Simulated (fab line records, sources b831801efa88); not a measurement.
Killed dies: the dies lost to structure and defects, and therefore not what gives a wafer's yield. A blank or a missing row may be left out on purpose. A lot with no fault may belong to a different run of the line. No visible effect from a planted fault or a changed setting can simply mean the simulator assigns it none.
Which tool did it? ; flow sky130 ; Sampling: 12 lots, 36 wafers, 5 of 708 route steps

WHAT THE GAUGES SHOWED, per wafer
SKY_FIELD_ISO_BOW_MEAS_00.
lot;measured;on;INCOMING_BOW (um)
L901;day 1 10:00;filmMetro-03;6 0 4
L903;day 1 20:00;filmMetro-01;-2 5 -2
L904;day 2 01:00;filmMetro-03;8 0 -8
L905;day 2 06:04;filmMetro-01;-3 8 -2
L906;day 2 11:00;filmMetro-03;-5 7 9
L910;day 3 07:00;filmMetro-03;3 7 8
L913;day 3 22:00;filmMetro-03;1 7 10
L914;day 4 03:00;filmMetro-03;4 -9 -2
L915;day 4 08:00;filmMetro-03;8 -2 -7
L916;day 4 13:00;filmMetro-03;2 1 -10
L917;day 4 18:00;filmMetro-03;4 -6 6
L918;day 4 23:01;filmMetro-01;-9 5 0

SKY_NWELL_TW_MEAS_26.
lot;measured;on;NWELL_2_TW
L901;day 5 08:07;filmMetro-04;494.4 494.7 494.7
L903;day 5 19:32;filmMetro-02;495.2 494.3 496.9
L904;day 5 21:32;filmMetro-02;492.1 493.9 492.9
L905;day 6 06:56;filmMetro-02;492.2 491.6 491.2
L906;day 6 15:27;filmMetro-02;491.9 493.5 490.1
L910;day 7 19:48;filmMetro-03;496.5 493.4 493.5
L913;day 8 13:31;filmMetro-03;490.2 487.8 489.7
L914;day 8 20:43;filmMetro-02;493.9 494.4 492.1
L915;day 8 22:53;filmMetro-03;492.6 490.1 488.8
L916;day 9 04:52;filmMetro-02;493.4 492.1 492.5
L917;day 9 10:55;filmMetro-02;490.3 488.2 489.2
L918;day 9 17:19;filmMetro-02;490.5 489.5 488.4

SKY_SONOS_ONO_THK_MEAS_03.
lot;measured;on;SONOS_ONO_CVD_02_THK (nm)
L901;day 11 12:57;filmMetro-03;10.41 10.28 10.39
L903;day 12 03:16;filmMetro-01;10.60 10.63 10.67
L904;day 12 07:27;filmMetro-01;10.54 10.54 10.56
L905;day 12 21:44;filmMetro-03;10.56 10.63 10.61
L906;day 13 06:35;filmMetro-04;10.25 10.26 10.23
L910;day 14 21:01;filmMetro-01;10.54 10.58 10.59
L913;day 15 21:05;filmMetro-04;10.47 10.63 10.58
L914;day 16 06:29;filmMetro-03;10.57 10.59 10.57
L915;day 16 07:32;filmMetro-03;10.34 10.41 10.50
L916;day 16 15:03;filmMetro-03;10.63 11.44 11.76
L917;day 17 02:33;filmMetro-01;10.66 10.90 11.25
L918;day 17 08:31;filmMetro-03;11.04 11.24 11.94

WHAT TOOL EACH LOT RAN ON (gives the tool, then ch and the chambers of the sampled wafers, and finally the start)
lot;SKY_DNWELL_STRIP_08;SKY_SONOS_ONO_CVD_02
L901;plasmaAsher-03 ch 0,1, day 3 06:47;lpcvd-02 ch 0, day 11 11:54
L903;plasmaAsher-03 ch 0,1, day 3 16:08;lpcvd-02 ch 0, day 12 02:13
L904;plasmaAsher-03 ch 0,1, day 3 17:11;lpcvd-02 ch 1, day 12 06:24
L905;plasmaAsher-03 ch 0,1, day 4 01:29;lpcvd-02 ch 0, day 12 20:39
L906;plasmaAsher-03 ch 0,1, day 4 09:34;lpcvd-02 ch 1, day 13 05:32
L910;plasmaAsher-01 ch 0,1, day 5 10:17;lpcvd-02 ch 1, day 14 19:58
L913;plasmaAsher-04 ch 1, day 6 00:59;lpcvd-02 ch 1, day 15 20:02
L914;plasmaAsher-01 ch 0, day 6 08:32;lpcvd-02 ch 1, day 16 05:26
L915;plasmaAsher-01 ch 0,1, day 6 10:08;lpcvd-02 ch 1, day 16 06:29
L916;plasmaAsher-01 ch 0,1, day 6 15:40;lpcvd-02 ch 0, day 16 14:00
L917;plasmaAsher-01 ch 0,1, day 6 20:50;lpcvd-02 ch 1, day 17 01:30
L918;plasmaAsher-01 ch 1, day 7 01:56;lpcvd-02 ch 1, day 17 07:27
- SKY_DNWELL_STRIP_08: strips in O2/N2.
- SKY_SONOS_ONO_CVD_02: deposits Si3N4 from DCS/NH3, target thk 10.5 nm, time 180 s.

AS READ BY THE TOOLS THEMSELVES (means over the sampled wafers that have a number; for cases with no such wafer, the mark the record gives instead)
SKY_DNWELL_STRIP_08.
lot;tool;drypumpMotorCurrentA (A);o2FlowSccm (sccm);oesProductAu (a.u.);stripTimeToEndpointS (s)
L901;plasmaAsher-03;5.7;3000;0.728;36.85
L903;plasmaAsher-03;5.7;3005;0.722;36.88
L904;plasmaAsher-03;5.7;3002;0.724;36.96
L905;plasmaAsher-03;5.3;2995;0.725;36.88
L906;plasmaAsher-03;5.7;2999;0.720;36.94
L910;plasmaAsher-01;5.6;2997;0.726;37.12
L913;plasmaAsher-04;5.0;2991;0.722;36.84
L914;plasmaAsher-01;5.3;3004;0.724;36.95
L915;plasmaAsher-01;5.5;3000;0.717;36.97
L916;plasmaAsher-01;5.7;3004;0.722;36.91
L917;plasmaAsher-01;5.7;2995;0.725;36.96
L918;plasmaAsher-01;5.9;2984;0.721;37.01

SKY_SONOS_ONO_CVD_02.
lot;tool;spikeTcCentreC (C);spikeTcLowerC (C);zonePowerBottomPct (%);zonePowerCentrePct (%);zonePowerLowerPct (%);zonePowerUpperPct (%)
L901;lpcvd-02;770.3;770.2;20.7;15.1;12.90;13.90
L903;lpcvd-02;770.0;770.9;20.9;15.0;12.98;14.00
L904;lpcvd-02;771.0;770.0;21.5;12.2;12.56;14.29
L905;lpcvd-02;770.0;770.8;20.6;15.0;12.96;13.88
L906;lpcvd-02;771.2;769.7;21.4;12.2;12.64;14.24
L910;lpcvd-02;771.7;770.2;21.3;12.4;12.65;14.26
L913;lpcvd-02;770.7;769.8;21.3;12.1;12.64;14.38
L914;lpcvd-02;771.6;769.7;21.2;12.3;12.62;14.17
L915;lpcvd-02;770.5;770.4;21.3;12.3;12.58;14.23
L916;lpcvd-02;789.5;768.5;20.9;21.0;10.31;11.08
L917;lpcvd-02;790.5;766.7;21.6;17.0;9.97;11.29
L918;lpcvd-02;791.9;767.3;21.7;17.0;10.02;11.18

THE ANSWER, worked out from the rows above alone
Rule: the usual values come from the lots themselves. Put in order of their means at a reading, lots are off if they are a third of the lots or fewer, leave a main group of 4 or more, and stand apart from it by a gap of 3 or more times the standard deviation of the main group's means; of several such gaps the widest counts. The tables above print the reading to a certain number of digits; a main group whose means all agree to those digits is not used. A lot without any number at a reading at which 4 lots or more have one is off too. Where the step has rows for the other lots, those lots are counted as sound. First the gauges in route order, then the tools' own readings, where a lot's mean is used as printed above. The first step at which some lot is off is used, and at that step the reading that is off furthest; a lot without a number counts as furthest.
Off at SKY_SONOS_ONO_CVD_02 (spikeTcCentreC): L916, L917, L918. The main group: mean 770.8 C, standard deviation 0.6.
If a tool, at that step or one of the process steps before it, ran each lot that is off and ran no sound lot following the first of them, it fits. Undecided on this evidence; 2 tools fit (plasmaAsher-01 at SKY_DNWELL_STRIP_08, lpcvd-02 at SKY_SONOS_ONO_CVD_02).

WHAT THE SIMULATOR HAD INSERTED
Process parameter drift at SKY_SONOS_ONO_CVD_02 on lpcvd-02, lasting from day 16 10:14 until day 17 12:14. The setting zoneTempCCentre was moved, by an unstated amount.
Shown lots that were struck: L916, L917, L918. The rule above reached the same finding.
